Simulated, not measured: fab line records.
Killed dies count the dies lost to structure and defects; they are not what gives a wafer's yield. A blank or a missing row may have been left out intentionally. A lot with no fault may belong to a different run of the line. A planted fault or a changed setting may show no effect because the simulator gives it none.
The tool behind it: which one?    flow gf180mcu    Sampling: 24 lots, 72 wafers, 6 of 602 route steps

## WHAT EACH GAUGE READ, for each wafer
GF_HV_LDD_OVL_MEAS_32.
lot   measured      on          HV_LDD_02_OVL (nm)
L074  day 11 11:23  overlay-02  -1.7 -1.4 -2.2
L075  day 11 18:23  overlay-02  -2.0 0.4 -4.4
L076  day 12 10:14  overlay-01  -2.3 -0.4 -1.2
L077  day 12 16:19  overlay-01  1.1 0.7 -2.0
L078  day 12 21:17  overlay-01  0.1 1.5 1.3
L080  day 13 15:19  overlay-02  -0.8 -0.9 0.8
L079  day 13 15:37  overlay-01  -2.0 -2.3 -4.1
L082  day 14 03:29  overlay-01  0.5 -0.9 -0.3
L081  day 14 03:46  overlay-02  -0.6 -0.5 -0.9
L083  day 14 07:32  overlay-02  -1.0 -1.8 -0.5
L084  day 14 23:23  overlay-02  -2.0 -0.4 -2.0
L085  day 15 02:37  overlay-02  -2.1 -3.0 -0.9
L086  day 15 12:31  overlay-01  1.7 4.3 1.1
L087  day 15 18:19  overlay-01  -0.2 -1.3 -0.9
L088  day 16 02:13  overlay-01  -1.6 0.0 -1.3
L090  day 16 11:40  overlay-02  -0.7 -1.4 -0.3
L089  day 16 12:35  overlay-02  -2.7 -0.3 0.2
L091  day 16 22:49  overlay-02  0.1 -2.7 -2.3
L092  day 17 05:22  overlay-01  0.5 -1.3 1.1
L093  day 17 15:49  overlay-02  1.7 1.5 0.3
L094  day 17 23:26  overlay-02  -0.4 -1.5 -1.9
L095  day 18 07:51  overlay-02  -0.6 0.4 -1.8
L096  day 18 18:10  overlay-02  -1.5 -1.6 -1.4
L097  day 18 21:04  overlay-01  -3.0 -1.9 -0.4

GF_TOP_METAL_THK_MEAS_06: measures by xrf.
lot   measured      on             TOP_METAL_ALCU_THK (nm)
L074  day 27 01:49  film_metro-01  935 935 933
L075  day 27 11:18  film_metro-04  923 916 917
L076  day 28 02:50  film_metro-04  923 905 907
L077  day 28 12:01  film_metro-01  931 935 932
L078  day 28 13:00  film_metro-04  920 926 927
L080  day 29 05:49  film_metro-03  912 917 907
L079  day 29 07:23  film_metro-04  910 906 906
L082  day 29 15:49  film_metro-03  909 908 898
L081  day 29 16:38  film_metro-03  921 906 921
L083  day 29 21:59  film_metro-01  939 939 934
L084  day 30 11:59  film_metro-04  931 915 930
L085  day 30 14:11  film_metro-01  942 946 952
L086  day 30 23:01  film_metro-01  931 935 935
L087  day 31 02:50  film_metro-04  919 918 916
L088  day 31 12:11  film_metro-03  915 908 911
L090  day 31 15:59  film_metro-03  905 899 901
L089  day 31 20:08  film_metro-04  921 915 925
L091  day 32 04:40  film_metro-04  924 932 931
L092  day 32 11:11  film_metro-04  928 929 928
L093  day 32 15:41  film_metro-04  924 917 940
L094  day 32 20:23  film_metro-03  909 918 910
L095  day 33 05:01  film_metro-01  939 931 942
L096  day 33 10:43  film_metro-04  929 932 931
L097  day 33 12:34  film_metro-01  934 926 934

## WHAT TOOL EACH LOT RAN ON (gives the tool, then ch and the chambers of the sampled wafers, and finally the start)
lot   GF_CONTACT_SPUTTER_22         GF_M2_SPUTTER_01              GF_M4_SPUTTER_02              GF_V5_CMP_26
L074  pvd_sputter-01, day 15 22:37  pvd_sputter-01, day 18 00:38  pvd_sputter-03, day 22 04:33  cmp-02 ch 0,1,3, day 27 01:10
L075  pvd_sputter-02, day 16 07:04  pvd_sputter-01, day 18 07:47  pvd_sputter-03, day 22 15:49  cmp-02 ch 0,1,2, day 27 10:45
L076  pvd_sputter-04, day 17 01:22  pvd_sputter-01, day 19 05:09  pvd_sputter-03, day 23 10:37  cmp-01 ch 1,3, day 28 02:10
L077  pvd_sputter-04, day 17 11:06  pvd_sputter-03, day 19 14:51  pvd_sputter-01, day 23 20:27  cmp-02 ch 0,3, day 28 11:22
L078  pvd_sputter-02, day 17 15:04  pvd_sputter-01, day 19 19:27  pvd_sputter-01, day 23 22:58  cmp-01 ch 1,2,3, day 28 12:22
L080  pvd_sputter-01, day 18 11:43  pvd_sputter-03, day 20 15:31  pvd_sputter-01, day 24 18:10  cmp-02 ch 2,3, day 29 05:10
L079  pvd_sputter-02, day 18 12:56  pvd_sputter-02, day 20 18:39  pvd_sputter-01, day 24 21:19  cmp-01 ch 0,2,3, day 29 06:50
L082  pvd_sputter-04, day 19 01:40  pvd_sputter-03, day 21 04:40  pvd_sputter-02, day 25 05:22  cmp-01 ch 0,1, day 29 15:09
L081  pvd_sputter-01, day 19 03:07  pvd_sputter-01, day 21 07:13  pvd_sputter-01, day 25 06:01  cmp-02 ch 0,2,3, day 29 15:59
L083  pvd_sputter-02, day 19 05:51  pvd_sputter-01, day 21 13:15  pvd_sputter-01, day 25 12:19  cmp-02 ch 0,1,2, day 29 21:28
L084  pvd_sputter-02, day 20 00:22  pvd_sputter-01, day 22 03:52  pvd_sputter-03, day 26 03:33  cmp-02 ch 0,1,3, day 30 11:20
L085  pvd_sputter-04, day 20 06:01  pvd_sputter-01, day 22 08:58  pvd_sputter-03, day 26 05:22  cmp-02 ch 0,2,3, day 30 13:38
L086  pvd_sputter-02, day 20 15:58  pvd_sputter-03, day 22 19:56  pvd_sputter-02, day 26 16:17  cmp-02 ch 2,3, day 30 22:25
L087  pvd_sputter-01, day 20 19:58  pvd_sputter-01, day 22 23:05  pvd_sputter-02, day 26 20:56  cmp-01 ch 0,1,2, day 31 02:12
L088  pvd_sputter-02, day 21 06:55  pvd_sputter-01, day 23 09:32  pvd_sputter-03, day 27 05:27  cmp-01 ch 0,2, day 31 11:36
L090  pvd_sputter-04, day 21 15:41  pvd_sputter-03, day 23 17:49  pvd_sputter-01, day 27 12:14  cmp-01 ch 0,3, day 31 15:20
L089  pvd_sputter-04, day 21 18:49  pvd_sputter-02, day 23 20:52  pvd_sputter-01, day 27 15:44  cmp-02 ch 0,2,3, day 31 19:29
L091  pvd_sputter-04, day 22 05:28  pvd_sputter-01, day 24 06:46  pvd_sputter-02, day 28 01:17  cmp-01 ch 0,1,3, day 32 04:07
L092  pvd_sputter-01, day 22 13:31  pvd_sputter-03, day 24 14:10  pvd_sputter-02, day 28 06:17  cmp-01 ch 0,1,3, day 32 10:34
L093  pvd_sputter-02, day 22 22:16  pvd_sputter-01, day 24 22:47  pvd_sputter-01, day 28 14:35  cmp-01 ch 0,1,3, day 32 15:02
L094  pvd_sputter-04, day 23 04:16  pvd_sputter-01, day 25 04:43  pvd_sputter-03, day 28 19:51  cmp-02 ch 0,1, day 32 19:44
L095  pvd_sputter-04, day 23 14:41  pvd_sputter-01, day 25 14:34  pvd_sputter-01, day 29 05:54  cmp-01 ch 2,3, day 33 04:22
L096  pvd_sputter-02, day 23 23:25  pvd_sputter-03, day 25 23:44  pvd_sputter-03, day 29 13:28  cmp-01 ch 0,1,3, day 33 10:10
L097  pvd_sputter-02, day 24 01:34  pvd_sputter-01, day 26 00:47  pvd_sputter-01, day 29 15:08  cmp-01 ch 0,2,3, day 33 12:04
- GF_CONTACT_SPUTTER_22: material Ti, target thk 15 nm, time 80.02 s.
- GF_M2_SPUTTER_01: material TiN, target thk 30 nm, time 25 s.
- GF_M4_SPUTTER_02: material AlCu, target thk 450 nm, time 23.9 s.
- GF_V5_CMP_26: polishes, stops on SiO2, t overpolish 15 s, target thk 0 nm.

## AS READ BY THE TOOLS THEMSELVES (means over the sampled wafers that have a number; for cases with no such wafer, the mark the record gives instead)
GF_CONTACT_SPUTTER_22.
lot   tool            throttle_valve_pct (%)
L074  pvd_sputter-01  28.8
L075  pvd_sputter-02  30.8
L076  pvd_sputter-04  30.1
L077  pvd_sputter-04  29.5
L078  pvd_sputter-02  30.6
L080  pvd_sputter-01  29.7
L079  pvd_sputter-02  30.2
L082  pvd_sputter-04  29.7
L081  pvd_sputter-01  29.5
L083  pvd_sputter-02  30.8
L084  pvd_sputter-02  30.8
L085  pvd_sputter-04  29.6
L086  pvd_sputter-02  30.2
L087  pvd_sputter-01  29.7
L088  pvd_sputter-02  30.8
L090  pvd_sputter-04  30.5
L089  pvd_sputter-04  29.2
L091  pvd_sputter-04  29.6
L092  pvd_sputter-01  29.5
L093  pvd_sputter-02  30.8
L094  pvd_sputter-04  29.7
L095  pvd_sputter-04  29.7
L096  pvd_sputter-02  30.1
L097  pvd_sputter-02  30.0

GF_M2_SPUTTER_01.
lot   tool            throttle_valve_pct (%)
L074  pvd_sputter-01  29.1
L075  pvd_sputter-01  29.7
L076  pvd_sputter-01  29.6
L077  pvd_sputter-03  30.1
L078  pvd_sputter-01  29.7
L080  pvd_sputter-03  30.3
L079  pvd_sputter-02  29.5
L082  pvd_sputter-03  30.5
L081  pvd_sputter-01  29.7
L083  pvd_sputter-01  29.5
L084  pvd_sputter-01  29.7
L085  pvd_sputter-01  28.9
L086  pvd_sputter-03  30.0
L087  pvd_sputter-01  30.2
L088  pvd_sputter-01  29.7
L090  pvd_sputter-03  30.3
L089  pvd_sputter-02  30.9
L091  pvd_sputter-01  29.0
L092  pvd_sputter-03  29.8
L093  pvd_sputter-01  29.6
L094  pvd_sputter-01  29.5
L095  pvd_sputter-01  28.9
L096  pvd_sputter-03  30.9
L097  pvd_sputter-01  29.6

GF_M4_SPUTTER_02.
lot   tool            throttle_valve_pct (%)
L074  pvd_sputter-03  29.6
L075  pvd_sputter-03  30.8
L076  pvd_sputter-03  30.5
L077  pvd_sputter-01  29.0
L078  pvd_sputter-01  29.7
L080  pvd_sputter-01  29.0
L079  pvd_sputter-01  30.3
L082  pvd_sputter-02  30.4
L081  pvd_sputter-01  29.4
L083  pvd_sputter-01  29.6
L084  pvd_sputter-03  30.5
L085  pvd_sputter-03  29.1
L086  pvd_sputter-02  30.3
L087  pvd_sputter-02  30.6
L088  pvd_sputter-03  29.5
L090  pvd_sputter-01  29.0
L089  pvd_sputter-01  29.5
L091  pvd_sputter-02  30.9
L092  pvd_sputter-02  30.2
L093  pvd_sputter-01  29.6
L094  pvd_sputter-03  30.7
L095  pvd_sputter-01  28.7
L096  pvd_sputter-03  30.3
L097  pvd_sputter-01  29.0

GF_V5_CMP_26.
lot   tool    edge_zone_pressure_frac  motor_current_A (A)  overpolish_run_s (s)  time_to_endpoint_s (s)
L074  cmp-02  1.004                    11.2                 15.000                82
L075  cmp-02  1.000                    10.5                 15.001                81
L076  cmp-01  1.000                    11.6                 14.999                89
L077  cmp-02  1.000                    11.4                 15.001                80
L078  cmp-01  1.004                    11.5                 15.005                84
L080  cmp-02  1.001                    11.4                 15.010                86
L079  cmp-01  1.001                    10.2                 14.997                85
L082  cmp-01  1.002                    11.2                 14.991                86
L081  cmp-02  0.998                    11.4                 15.001                84
L083  cmp-02  0.996                    10.7                 15.004                83
L084  cmp-02  0.996                    11.2                 15.004                86
L085  cmp-02  0.998                    11.2                 15.012                81
L086  cmp-02  1.004                    11.7                 14.994                85
L087  cmp-01  0.999                    11.3                 15.005                83
L088  cmp-01  0.998                    9.9                  15.007                86
L090  cmp-01  0.999                    10.1                 14.995                87
L089  cmp-02  1.007                    11.5                 15.003                82
L091  cmp-01  0.998                    11.5                 14.998                86
L092  cmp-01  0.998                    11.7                 14.999                86
L093  cmp-01  1.005                    11.5                 14.997                85
L094  cmp-02  1.002                    10.6                 15.005                78
L095  cmp-01  0.998                    10.0                 14.990                90
L096  cmp-01  1.004                    11.6                 15.005                88
L097  cmp-01  0.994                    10.0                 15.002                87

## THE ANSWER, worked out from the rows above alone
Rule: the usual values come from the lots themselves. Put in order of their means at a reading, lots are off if they are a third of the lots or fewer, leave a main group of 4 or more, and stand apart from it by a gap of 3 or more times the standard deviation of the main group's means; of several such gaps the widest counts. If all means in a main group match to the digits the tables above print for the reading, that group is not used. A lot without any number at a reading at which 4 lots or more have one is off too. Any other lot the step has rows for is counted as sound. First the gauges in route order, then the tools' own readings, where a lot's mean is used as printed above. At the first step where some lot is off, the reading lying furthest off is the one used; lots without a number count as furthest.
Across all readings shown, no lot is off: no conclusion can be drawn from this.

## WHAT HAD BEEN PUT IN BY THE SIMULATOR
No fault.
